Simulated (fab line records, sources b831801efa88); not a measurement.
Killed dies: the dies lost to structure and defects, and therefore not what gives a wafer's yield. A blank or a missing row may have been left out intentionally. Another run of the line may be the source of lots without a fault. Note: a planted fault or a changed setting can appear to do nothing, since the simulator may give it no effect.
Chamber matching || flow sky130 || 4 sister chambers for SKY_VIA3_ETCH_15 on rie diel-03
The step etches SiO2 in C4F8/O2/Ar, stops on TiN, target depth 507 nm, time 78 s. 8 wafers are shown with their chamber, then 7 later ones without.

== EACH WAFER AND ITS CHAMBER ==
{"wafer": "L383.5", "chamber": 1, "run length s (s)": 106.2, "rf fwd power W (W)": 1493}
{"wafer": "L386.3", "chamber": 3, "run length s (s)": 106.9, "rf fwd power W (W)": 1494}
{"wafer": "L386.6", "chamber": 0, "run length s (s)": 106.5, "rf fwd power W (W)": 1494}
{"wafer": "L395.2", "chamber": 1, "run length s (s)": 106.4, "rf fwd power W (W)": 1491}
{"wafer": "L395.3", "chamber": 2, "run length s (s)": 105.9, "rf fwd power W (W)": 1482}
{"wafer": "L395.4", "chamber": 3, "run length s (s)": 106.9, "rf fwd power W (W)": 1496}
{"wafer": "L398.3", "chamber": 0, "run length s (s)": 106.5, "rf fwd power W (W)": 1492}
{"wafer": "L398.4", "chamber": 2, "run length s (s)": 106.1, "rf fwd power W (W)": 1482}

== WAFERS WHOSE CHAMBER IS MISSING ==
{"wafer": "L398.6", "run length s (s)": 106.3, "rf fwd power W (W)": 1493}
{"wafer": "L399.1", "run length s (s)": 107.1, "rf fwd power W (W)": 1488}
{"wafer": "L399.3", "run length s (s)": 106.5, "rf fwd power W (W)": 1494}
{"wafer": "L399.6", "run length s (s)": 107.0, "rf fwd power W (W)": 1501}
{"wafer": "L397.2", "run length s (s)": 106.2, "rf fwd power W (W)": 1483}
{"wafer": "L397.5", "run length s (s)": 106.8, "rf fwd power W (W)": 1494}
{"wafer": "L397.6", "run length s (s)": 106.0, "rf fwd power W (W)": 1489}

== THE CHAMBER EACH PASSED THROUGH ==
{"wafer": "L398.6", "from the rows above": "can't be placed: 1 or 0", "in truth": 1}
{"wafer": "L399.1", "from the rows above": "can't be placed: 3 or 0", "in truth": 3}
{"wafer": "L399.3", "from the rows above": "can't be placed: 0 or 1", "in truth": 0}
{"wafer": "L399.6", "from the rows above": 3, "in truth": 3}
{"wafer": "L397.2", "from the rows above": 2, "in truth": 2}
{"wafer": "L397.5", "from the rows above": "can't be placed: 3 or 0", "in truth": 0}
{"wafer": "L397.6", "from the rows above": "can't be placed: 1 or 2", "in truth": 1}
Correctly placed: 2 of 7. Not placeable from these rows: 5 (in 5, the candidates include the true chamber). Number placed wrongly: 0.
How it was worked out, from the rows above alone: a wafer's distance from a chamber is the root of the sum, over the readings, of the square of ((its reading less the chamber's mean) divided by the reading's scatter). If the next closest chamber is less than 2 further off than the closest, the wafer can't be placed; otherwise it belongs to the closest. Each chamber's mean is taken over the wafers shown for it. The scatter: take each reading less its chamber's mean, square it, sum over the shown wafers, divide by the number of wafers less the number of chambers, and take the root.
